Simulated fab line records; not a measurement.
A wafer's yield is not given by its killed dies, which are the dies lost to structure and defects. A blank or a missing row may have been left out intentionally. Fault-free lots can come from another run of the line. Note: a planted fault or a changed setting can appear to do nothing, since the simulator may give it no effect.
Which tool did it? || flow sky130 || at 1 step of a route of 708, 7 lots with 21 wafers sampled

WHAT THE GAUGES SHOWED, per wafer
SKY_SONOS_ONO_THK_MEAS_03.
{"lot": "L171", "measured": "day 11 20:33", "on": "film_metro-01", "SONOS_ONO_CVD_02_THK (nm)": "10.40 10.47 10.59"}
{"lot": "L173", "measured": "day 13 02:05", "on": "film_metro-04", "SONOS_ONO_CVD_02_THK (nm)": "10.59 10.60 10.55"}
{"lot": "L175", "measured": "day 13 21:38", "on": "film_metro-03", "SONOS_ONO_CVD_02_THK (nm)": "10.50 10.44 10.48"}
{"lot": "L179", "measured": "day 14 16:50", "on": "film_metro-04", "SONOS_ONO_CVD_02_THK (nm)": "10.54 10.51 10.54"}
{"lot": "L181", "measured": "day 15 09:16", "on": "film_metro-01", "SONOS_ONO_CVD_02_THK (nm)": "10.39 10.47 10.43"}
{"lot": "L187", "measured": "day 17 13:01", "on": "film_metro-03", "SONOS_ONO_CVD_02_THK (nm)": "10.77 10.75 10.72"}
{"lot": "L189", "measured": "day 19 00:29", "on": "film_metro-01", "SONOS_ONO_CVD_02_THK (nm)": "10.65 10.74 10.72"}

EACH LOT AND THE TOOL THAT RAN IT (in order: tool; ch and the chambers of the sampled wafers; start)
There is no process step in the record ahead of these readings.

THE ANSWER, worked out from the rows above alone
Rule: usual is defined by the lots themselves. The widest of any qualifying gaps counts: lots, ordered by their means at a reading, are off when they make up no more than a third of the lots, leave a main group of 4 or more, and stand apart from it by 3 or more times the standard deviation of that group's means. A main group whose means are all the same, to the digits that the tables above print for the reading, isn't used. Also off: a lot with no number at a reading for which 4 or more lots have one. Any other lot the step has rows for is counted as sound.
Across all readings shown, no lot is off: no conclusion can be drawn from this.

WHAT THE SIMULATOR HAD INSERTED
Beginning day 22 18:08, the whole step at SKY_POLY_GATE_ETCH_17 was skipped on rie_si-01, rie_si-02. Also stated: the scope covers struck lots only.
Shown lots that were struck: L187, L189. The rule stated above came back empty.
